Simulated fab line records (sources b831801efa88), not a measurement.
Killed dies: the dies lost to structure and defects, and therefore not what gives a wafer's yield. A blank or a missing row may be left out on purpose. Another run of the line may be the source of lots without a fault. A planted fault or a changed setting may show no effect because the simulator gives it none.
Matching of chambers ; flow gf180mcu ; 4 sister chambers for GF_V4_CMP_04 on cmp-02
The step polishes SiO2. 16 wafers are shown with their chamber, then 8 later ones without.

== WAFERS, EACH WITH ITS CHAMBER ==
wafer;chamber;motorCurrentA (A);edgeZonePressureFrac;timeToEndpointS (s)
L641.1;3;11.1;0.993;71
L641.5;3;11.5;0.992;71
L641.6;2;11.5;1.011;80
L642.1;1;14.5;0.996;65
L642.4;0;12.6;1.001;81
L642.6;1;14.9;1.000;67
L643.2;0;12.3;0.997;75
L643.5;0;12.5;1.002;79
L643.6;3;11.5;0.998;74
L645.1;0;12.6;0.992;72
L645.4;1;14.6;1.003;66
L645.6;1;15.4;1.005;72
L648.1;1;15.9;1.005;71
L648.3;0;12.7;1.000;71
L648.5;1;14.6;0.996;73
L651.1;0;12.1;1.001;79

SIGNATURES, as means of the wafers listed above
reading;chamber 0;chamber 1;chamber 2;chamber 3;scatter within a chamber
motorCurrentA;12.467;14.983;11.500;11.367;0.399
edgeZonePressureFrac;0.99883;1.00083;1.01100;0.99433;0.00386
timeToEndpointS;76.17;69.00;80.00;72.00;3.52
Rule: a wafer lies at a distance from a chamber equal to the root of the sum of squares, over the readings, of (its reading less the chamber's mean, divided by the reading's scatter). The wafer belongs to the nearest chamber; if the next one is less than 2 further off, it can't be placed. The scatter: take each reading less its chamber's mean, square it, sum over the shown wafers, divide by the number of wafers less the number of chambers, and take the root.

== WAFERS WITHOUT THEIR CHAMBER ==
wafer;motorCurrentA (A);edgeZonePressureFrac;timeToEndpointS (s)
L651.3;11.3;1.005;72
L651.4;12.0;0.998;80
L653.1;14.3;0.996;69
L653.4;12.3;1.001;84
L653.6;10.6;0.998;73
L658.1;14.7;1.002;71
L658.3;12.1;1.001;82
L658.6;11.7;0.997;88

== EACH ONE'S CHAMBER ==
wafer;from the rows above;in truth
L651.3;can't be placed: 3 or 2 or 0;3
L651.4;can't be placed: 0 or 3 or 2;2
L653.1;1;1
L653.4;can't be placed: 0 or 2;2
L653.6;3;3
L658.1;1;1
L658.3;can't be placed: 0 or 2 or 3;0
L658.6;can't be placed: 0 or 2 or 3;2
3 of 8 placed correctly. Can't be placed from these rows: 5 (the true chamber is among the candidates in 5). 0 placed wrongly.
